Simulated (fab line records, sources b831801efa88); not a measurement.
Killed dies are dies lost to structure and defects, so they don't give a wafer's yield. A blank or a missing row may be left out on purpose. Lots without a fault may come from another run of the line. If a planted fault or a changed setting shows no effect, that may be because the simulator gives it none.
Problem report in the 8D (eight disciplines) form, filled by code -- flow gf180mcu -- the parts of the form that need people (team, actions taken, sign-off) are left out

== 1. PROBLEM STATEMENT ==
Mean of beam_energy_keV at GF_DNWELL_IMPLANT_07: 1319.7 across 6 wafers in 2 lots; on wafers with no fault it is 1500.1 (standard deviation 0.45). That is -99 or more standard deviations from the usual mean.
Seen first at day 5 07:39 on implanter-01, wafer L513.1. The record has a number at this step for 18 wafers belonging to 6 lots. By rule, "out" or "out of limits" means more than 4 standard deviations away from the usual mean. Any other wafer with a number is counted as sound.

== 2. WHAT THIS IS AND IS NOT ==
question,is,is not
which readings at this step,beam_energy_keV,-
which lots,"L513, L517","L502, L505, L522, L524"
which wafers of those lots,all that have a number,-
read on which tools,implanter-01,"implanter-03, implanter-04"
when,from day 5 07:39,"up to then (6 sound wafers); but 6 sound wafers of L522, L524 came after"

== 3. THE SUSPECTS, EACH WITH WHAT RULES IT OUT ==
Counting: a tool at a process step up to the reading stays a suspect if it ran every lot that is out and no sound lot after the first of them.
- implanter-01 at GF_DNWELL_IMPLANT_07: kept. Every lot that is out went through it, starting with L513 (day 5 07:39), and after that it ran no sound lot; the last sound lot it ran before then is L502 (day 2 21:15). Out on those wafers are its own readings of beam_energy_keV.
The count leaves implanter-01 at GF_DNWELL_IMPLANT_07.

== 4. THE CAUSE (what the simulator had put in) ==
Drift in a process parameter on implanter-01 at GF_DNWELL_IMPLANT_07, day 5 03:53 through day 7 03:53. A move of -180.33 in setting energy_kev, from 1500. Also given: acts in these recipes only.
The count eliminated every tool but this one.

== 5. THE CHAIN OF EFFECTS, in route order ==
Each row: a reading whose mean over the struck wafers that have a number lies more than 3 standard deviations from the usual. Scope: only readings with a usual standard deviation given in the record; hours: median across lots of the time from each lot's start at the first step in this table that gives one to its start at this step; sigmas: change in usual standard deviations.
hours,step,reading,usual,on struck wafers,change,sigmas
0,GF_DNWELL_IMPLANT_07,beam_energy_keV,1500.1,1319.7,-180.4,-99 or more
Process steps it contains:
- GF_DNWELL_IMPLANT_07

== 6. HOW IT WOULD HAVE BEEN CAUGHT EARLIER ==
In this record the first reading out of limits was taken at day 5 07:39, 4 hours after the fault began at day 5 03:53.
